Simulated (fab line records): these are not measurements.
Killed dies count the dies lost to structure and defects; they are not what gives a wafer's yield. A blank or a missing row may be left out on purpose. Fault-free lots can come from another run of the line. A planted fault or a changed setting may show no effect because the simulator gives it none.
Which tool did it? || flow sky130 || 12 lots with 36 wafers sampled at 3 steps, on a route of 708 steps

== WHAT EACH GAUGE READ, for each wafer ==
SKY_PASSIVATION_THK_MEAS_03. Usual: PASSIVATION_CVD_02_THK gives 539 nm (standard deviation 7.5).
{"lot": "L518", "measured": "day 43 17:33", "on": "filmMetro-03", "PASSIVATION_CVD_02_THK (nm)": "545 556 551", "flag": ""}
{"lot": "L520", "measured": "day 44 10:02", "on": "filmMetro-03", "PASSIVATION_CVD_02_THK (nm)": "536 535 544", "flag": ""}
{"lot": "L519", "measured": "day 44 16:54", "on": "filmMetro-03", "PASSIVATION_CVD_02_THK (nm)": "535 542 555", "flag": ""}
{"lot": "L523", "measured": "day 45 06:35", "on": "filmMetro-02", "PASSIVATION_CVD_02_THK (nm)": "534 547 544", "flag": ""}
{"lot": "L524", "measured": "day 45 15:47", "on": "filmMetro-01", "PASSIVATION_CVD_02_THK (nm)": "533 537 548", "flag": ""}
{"lot": "L530", "measured": "day 47 10:58", "on": "filmMetro-02", "PASSIVATION_CVD_02_THK (nm)": "538 537 537", "flag": ""}
{"lot": "L534", "measured": "day 48 03:04", "on": "filmMetro-03", "PASSIVATION_CVD_02_THK (nm)": "535 539 545", "flag": ""}
{"lot": "L536", "measured": "day 48 08:27", "on": "filmMetro-01", "PASSIVATION_CVD_02_THK (nm)": "545 544 556", "flag": ""}
{"lot": "L535", "measured": "day 48 15:35", "on": "filmMetro-02", "PASSIVATION_CVD_02_THK (nm)": "533 538 540", "flag": ""}
{"lot": "L537", "measured": "day 48 23:00", "on": "filmMetro-01", "PASSIVATION_CVD_02_THK (nm)": "542 535 540", "flag": ""}
{"lot": "L539", "measured": "day 48 23:34", "on": "filmMetro-02", "PASSIVATION_CVD_02_THK (nm)": "540 537 539", "flag": ""}
{"lot": "L541", "measured": "day 49 13:07", "on": "filmMetro-01", "PASSIVATION_CVD_02_THK (nm)": "535 535 549", "flag": ""}

== WHAT TOOL EACH LOT RAN ON (gives the tool, then ch and the chambers of the sampled wafers, and finally the start) ==
{"lot": "L518", "SKY_VIA3_HDPCVD_00": "hdpcvd-02 ch 0,2, day 38 08:25", "SKY_VIA4_CVD_18": "cvdW-01 ch 1, day 42 15:50"}
{"lot": "L520", "SKY_VIA3_HDPCVD_00": "hdpcvd-02 ch 0,1,2, day 39 04:35", "SKY_VIA4_CVD_18": "cvdW-01 ch 1, day 43 09:42"}
{"lot": "L519", "SKY_VIA3_HDPCVD_00": "hdpcvd-02 ch 0,1, day 39 10:59", "SKY_VIA4_CVD_18": "cvdW-01 ch 1, day 43 17:05"}
{"lot": "L523", "SKY_VIA3_HDPCVD_00": "hdpcvd-02 ch 0,1,2, day 40 04:50", "SKY_VIA4_CVD_18": "cvdW-02 ch 0,1, day 44 07:29"}
{"lot": "L524", "SKY_VIA3_HDPCVD_00": "hdpcvd-01 ch 0,1,2, day 40 15:26", "SKY_VIA4_CVD_18": "cvdW-01 ch 0,1, day 44 16:44"}
{"lot": "L530", "SKY_VIA3_HDPCVD_00": "hdpcvd-01 ch 0,1, day 42 15:10", "SKY_VIA4_CVD_18": "cvdW-01 ch 0,1, day 46 13:14"}
{"lot": "L534", "SKY_VIA3_HDPCVD_00": "hdpcvd-02 ch 0,1, day 43 12:05", "SKY_VIA4_CVD_18": "cvdW-02 ch 0,1, day 47 06:07"}
{"lot": "L536", "SKY_VIA3_HDPCVD_00": "hdpcvd-01 ch 0,1,2, day 43 18:25", "SKY_VIA4_CVD_18": "cvdW-01 ch 0,1, day 47 11:40"}
{"lot": "L535", "SKY_VIA3_HDPCVD_00": "hdpcvd-02 ch 0,1,2, day 43 23:14", "SKY_VIA4_CVD_18": "cvdW-02 ch 0,1, day 47 18:09"}
{"lot": "L537", "SKY_VIA3_HDPCVD_00": "hdpcvd-02 ch 0,1, day 44 10:28", "SKY_VIA4_CVD_18": "cvdW-01 ch 0, day 48 02:11"}
{"lot": "L539", "SKY_VIA3_HDPCVD_00": "hdpcvd-02 ch 0,1, day 44 13:17", "SKY_VIA4_CVD_18": "cvdW-01 ch 0, day 48 03:34"}
{"lot": "L541", "SKY_VIA3_HDPCVD_00": "hdpcvd-02 ch 1,2, day 45 04:48", "SKY_VIA4_CVD_18": "cvdW-01 ch 0, day 48 17:50"}
- SKY_VIA3_HDPCVD_00: deposits SiO2, target thk 1635 nm, time 272.5 s.
- SKY_VIA4_CVD_18: deposits W, target thk 505 nm, time 152.14 s.

== AS READ BY THE TOOLS THEMSELVES (means over the sampled wafers that have a number; for cases with no such wafer, the mark the record gives instead) ==
SKY_VIA3_HDPCVD_00. Usual: susceptorTempC 399.99 C, standard deviation 0.2.
{"lot": "L518", "tool": "hdpcvd-02", "susceptorTempC (C)": 399.96, "flag": ""}
{"lot": "L520", "tool": "hdpcvd-02", "susceptorTempC (C)": 399.97, "flag": ""}
{"lot": "L519", "tool": "hdpcvd-02", "susceptorTempC (C)": 400.07, "flag": ""}
{"lot": "L523", "tool": "hdpcvd-02", "susceptorTempC (C)": 400.13, "flag": ""}
{"lot": "L524", "tool": "hdpcvd-01", "susceptorTempC (C)": 399.94, "flag": ""}
{"lot": "L530", "tool": "hdpcvd-01", "susceptorTempC (C)": 400.02, "flag": ""}
{"lot": "L534", "tool": "hdpcvd-02", "susceptorTempC (C)": 399.87, "flag": ""}
{"lot": "L536", "tool": "hdpcvd-01", "susceptorTempC (C)": 400.05, "flag": ""}
{"lot": "L535", "tool": "hdpcvd-02", "susceptorTempC (C)": 400.02, "flag": ""}
{"lot": "L537", "tool": "hdpcvd-02", "susceptorTempC (C)": 399.99, "flag": ""}
{"lot": "L539", "tool": "hdpcvd-02", "susceptorTempC (C)": 399.87, "flag": ""}
{"lot": "L541", "tool": "hdpcvd-02", "susceptorTempC (C)": 399.95, "flag": ""}

SKY_VIA4_CVD_18. Usual: heaterPowerW 846 W, standard deviation 73; susceptorTempC 400.00 C, standard deviation 0.25.
{"lot": "L518", "tool": "cvdW-01", "heaterPowerW (W)": 924, "susceptorTempC (C)": 400.25, "flag": ""}
{"lot": "L520", "tool": "cvdW-01", "heaterPowerW (W)": 925, "susceptorTempC (C)": 400.39, "flag": ""}
{"lot": "L519", "tool": "cvdW-01", "heaterPowerW (W)": 917, "susceptorTempC (C)": 400.29, "flag": ""}
{"lot": "L523", "tool": "cvdW-02", "heaterPowerW (W)": 804, "susceptorTempC (C)": 399.92, "flag": ""}
{"lot": "L524", "tool": "cvdW-01", "heaterPowerW (W)": 868, "susceptorTempC (C)": 400.08, "flag": ""}
{"lot": "L530", "tool": "cvdW-01", "heaterPowerW (W)": 859, "susceptorTempC (C)": 399.78, "flag": ""}
{"lot": "L534", "tool": "cvdW-02", "heaterPowerW (W)": 757, "susceptorTempC (C)": 400.11, "flag": ""}
{"lot": "L536", "tool": "cvdW-01", "heaterPowerW (W)": 893, "susceptorTempC (C)": 399.75, "flag": ""}
{"lot": "L535", "tool": "cvdW-02", "heaterPowerW (W)": 811, "susceptorTempC (C)": 400.06, "flag": ""}
{"lot": "L537", "tool": "cvdW-01", "heaterPowerW (W)": 833, "susceptorTempC (C)": 400.24, "flag": ""}
{"lot": "L539", "tool": "cvdW-01", "heaterPowerW (W)": 830, "susceptorTempC (C)": 400.12, "flag": ""}
{"lot": "L541", "tool": "cvdW-01", "heaterPowerW (W)": 842, "susceptorTempC (C)": 399.90, "flag": ""}

== THE ANSWER, worked out from the rows above alone ==
Rule: a lot counts as off when the mean over its wafers that have a number is more than 3 standard deviations away from the usual mean. A lot without any number at a reading at which 4 lots or more have one is off too. Any other lot the step has rows for is counted as sound. The gauges are gone through in route order, then the tools' own readings, and for those a lot's mean is taken as printed above. At the first step where some lot is off, the reading lying furthest off is the one used; lots without a number count as furthest.
Across all readings shown, no lot is off: no conclusion can be drawn from this.

== WHAT THE SIMULATOR PUT IN ==
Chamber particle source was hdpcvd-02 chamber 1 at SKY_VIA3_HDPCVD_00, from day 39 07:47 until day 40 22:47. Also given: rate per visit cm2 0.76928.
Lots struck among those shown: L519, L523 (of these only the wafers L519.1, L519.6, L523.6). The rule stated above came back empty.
